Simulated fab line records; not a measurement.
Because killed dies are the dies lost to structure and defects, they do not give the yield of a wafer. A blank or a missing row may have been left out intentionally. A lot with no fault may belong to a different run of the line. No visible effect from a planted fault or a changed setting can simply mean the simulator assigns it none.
A struck lot beside a sound one ; flow gf180mcu ; 18 out of 602 route steps
Sound: these wafers, L257.2, L257.3, L257.5. Wafers struck: L262.2, L262.3, L262.4. The cause comes at the end.
At each step with rows: each side's tool, then ch and its chambers, then its first start. Under that, the readings that differ: sound wafers ; struck wafers ; difference of the means ; sigmas: that difference in standard deviations of wafers without a fault.
alike: readings with means less than 2 such deviations apart, plus words and numbers identical on both sides. not compared: withheld readings, readings lacking a value on some wafer, bounds such as >300 that could conceal the same value, and numbers that have no deviation in the record and whose values overlap.
Wherever a step has rows on one side only, a row that says differs or no value, or a row with sigmas, the two part there. When numbers do not overlap yet have no deviation, they are printed without sigmas and do not part them. A reading missing from all wafers of one side parts the sides only when that side holds two or more wafers.

first, 3 steps without rows for these wafers: GF_V3_EXPOSE_11 (exposes mask Via3, target cd 260 nm); GF_V3_PEB_12 (peb time 90 s); GF_V3_DEVELOP_13 (develop time 57.17 s).
GF_V3_CD_MEAS_14: the cd target is 260 nm.
  sound: cd_sem-01 at day 24 07:40; struck: cd_sem-02 at day 26 06:39
  alike: cd_nm
GF_V3_OVL_MEAS_15:
  sound: overlay-01 at day 24 07:46; struck: overlay-02 at day 26 06:45
  alike: V3_OVL
GF_V3_ETCH_16: etches BARC in N2/H2.
  sound on rie_diel-03 ch 0,2,3, day 24 07:48; struck on rie_diel-04 ch 0,1,3, day 26 06:47
  alike: bias_w, drypump_motor_current_A, oes_product_au, rf_fwd_power_W, throttle_valve_pct
GF_V3_ETCH_17: etches SiO2 in C4F8/O2/Ar, stops on TiN, target depth 635 nm.
  sound on rie_diel-03 ch 0,2,3; struck on rie_diel-04 ch 0,1,3
  alike: bias_w, oes_product_au, rf_fwd_power_W
then, 3 steps without rows for these wafers: GF_V3_STRIP_18 (strips in O2/N2); GF_V3_STRIP_19 (strips in post etch residue remover, time 1200 s); GF_V3_CLEAN_20 (cleans in DIW).
GF_V3_SPUTTER_21: material Ti, target thk 15 nm, time 80.02 s.
  sound: pvd_sputter-01 at day 24 08:29; struck: pvd_sputter-02 at day 26 07:27
  alike: throttle_valve_pct
GF_V3_SPUTTER_22: material TiN, target thk 10 nm, time 40 s.
  sound: pvd_sputter-01 at day 24 08:33; struck: pvd_sputter-02 at day 26 07:31
  alike: throttle_valve_pct
GF_V3_CVD_23: deposits W, target thk 350 nm, time 104.9 s.
  sound on cvd_w-02 ch 0,1, day 24 08:35; struck on cvd_w-02 ch 0,1, day 26 07:33
reading;sound;struck;difference;sigmas
susceptor_temp_C (C);400.45 400.18 399.89;384.96 385.29 385.16;-15.04;-75
model.W_of_V3_CVD_23.thk_nm (nm);355.8 345.4 356.7;260.9 262.6 273.2;-87.1;
  alike: heater_power_w
GF_V3_RS_MEAS_24: a four-point-probe measurement.
  sound: film_metro-02 at day 24 08:43; struck: film_metro-01 at day 26 07:41
reading;sound;struck;difference;sigmas
V3_W_RS (ohm/sq);0.323 0.333 0.321;0.440 0.438 0.421;+0.107;+22
GF_V3_THK_MEAS_25: measures by xrf.
  sound: film_metro-02 at day 24 08:50; struck: film_metro-01 at day 26 07:47
reading;sound;struck;difference;sigmas
V3_W_THK (nm);355 342 354;261 262 272;-85;-14
GF_V3_CMP_26: polishes, stops on SiO2, t overpolish 15 s, target thk 0 nm.
  sound on cmp-01 ch 0,1,2, day 24 08:59; struck on cmp-01 ch 0,1,2, day 26 07:50
reading;sound;struck;difference;sigmas
time_to_endpoint_s (s);86 80 90;59 65 67;-22;-5
  alike: motor_current_A
GF_M4_SPUTTER_00: material Ti, target thk 37.5 nm, time 150 s.
  sound: pvd_sputter-01 at day 24 09:11; struck: pvd_sputter-02 at day 26 08:08
  alike: throttle_valve_pct
-- the record jumps here: 6 days lie between the struck wafers' starts before and after (it left off in module M4 and takes up again in module PASSIVATION, whose first step shown is number 602 of the route) --
GF_PASSIVATION_PROBE_99:
  record: rows for the struck wafers here (prober-02, day 32 04:50), none for the sound ones

== WHERE THEY PART ==
Last at GF_PASSIVATION_PROBE_99 as far as this record goes, first at GF_V3_CVD_23.

WHY: what the simulator had put in
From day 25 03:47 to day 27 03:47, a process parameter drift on cvd_w-02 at GF_V3_CVD_23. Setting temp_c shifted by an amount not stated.
